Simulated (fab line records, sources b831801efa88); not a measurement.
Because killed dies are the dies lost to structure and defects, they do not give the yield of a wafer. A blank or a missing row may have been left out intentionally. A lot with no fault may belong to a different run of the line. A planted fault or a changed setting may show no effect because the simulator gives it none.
Chamber matching :: flow sky130 :: 4 sister chambers for SKY_CONTACT_ETCH_16 on rie-diel-03
The step etches BARC in N2/H2, stops on SiO2, time 45.9 s, target depth 60 nm. 8 wafers are shown with their chamber, then 8 later ones without.

WAFERS WITH THEIR CHAMBER
wafer: L082.6
chamber: 2
drypump-motor-current-A (A): 6.3
oes-product-au (a.u.): 0.861

wafer: L089.2
chamber: 0
drypump-motor-current-A (A): 6.4
oes-product-au (a.u.): 0.859

wafer: L089.3
chamber: 2
drypump-motor-current-A (A): 6.3
oes-product-au (a.u.): 0.858

wafer: L089.4
chamber: 3
drypump-motor-current-A (A): 6.4
oes-product-au (a.u.): 0.849

wafer: L090.2
chamber: 0
drypump-motor-current-A (A): 6.4
oes-product-au (a.u.): 0.851

wafer: L090.3
chamber: 3
drypump-motor-current-A (A): 6.4
oes-product-au (a.u.): 0.847

wafer: L090.4
chamber: 1
drypump-motor-current-A (A): 5.0
oes-product-au (a.u.): 0.852

wafer: L093.3
chamber: 1
drypump-motor-current-A (A): 5.1
oes-product-au (a.u.): 0.852

WAFERS WHOSE CHAMBER IS MISSING
wafer: L093.4
drypump-motor-current-A (A): 6.4
oes-product-au (a.u.): 0.862

wafer: L093.5
drypump-motor-current-A (A): 6.4
oes-product-au (a.u.): 0.853

wafer: L094.2
drypump-motor-current-A (A): 6.4
oes-product-au (a.u.): 0.860

wafer: L094.3
drypump-motor-current-A (A): 6.3
oes-product-au (a.u.): 0.854

wafer: L094.6
drypump-motor-current-A (A): 5.1
oes-product-au (a.u.): 0.852

wafer: L097.1
drypump-motor-current-A (A): 6.4
oes-product-au (a.u.): 0.862

wafer: L097.3
drypump-motor-current-A (A): 6.3
oes-product-au (a.u.): 0.862

wafer: L097.4
drypump-motor-current-A (A): 5.1
oes-product-au (a.u.): 0.854

THE CHAMBER EACH PASSED THROUGH
wafer: L093.4
from the rows above: can't be placed: 0 or 2
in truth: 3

wafer: L093.5
from the rows above: can't be placed: 0 or 3
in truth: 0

wafer: L094.2
from the rows above: can't be placed: 0 or 2
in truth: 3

wafer: L094.3
from the rows above: can't be placed: 2 or 0 or 3
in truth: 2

wafer: L094.6
from the rows above: 1
in truth: 1

wafer: L097.1
from the rows above: can't be placed: 0 or 2
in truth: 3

wafer: L097.3
from the rows above: 2
in truth: 2

wafer: L097.4
from the rows above: 1
in truth: 1
Correct placement for 3 of the 8. Unplaceable from these rows: 5, with the true chamber sitting among the candidates in 2. Placed wrongly: 0.
How it was worked out, from the rows above alone: a wafer's distance from a chamber is the root of the sum, over the readings, of the square of ((its reading less the chamber's mean) divided by the reading's scatter). If the next closest chamber is less than 2 further off than the closest, the wafer can't be placed; otherwise it belongs to the closest. For every chamber, the mean is computed from those of its wafers that are shown. The scatter is the square root of a quotient: the sum, over the shown wafers, of each reading's squared deviation from its chamber's mean, divided by wafers minus chambers.
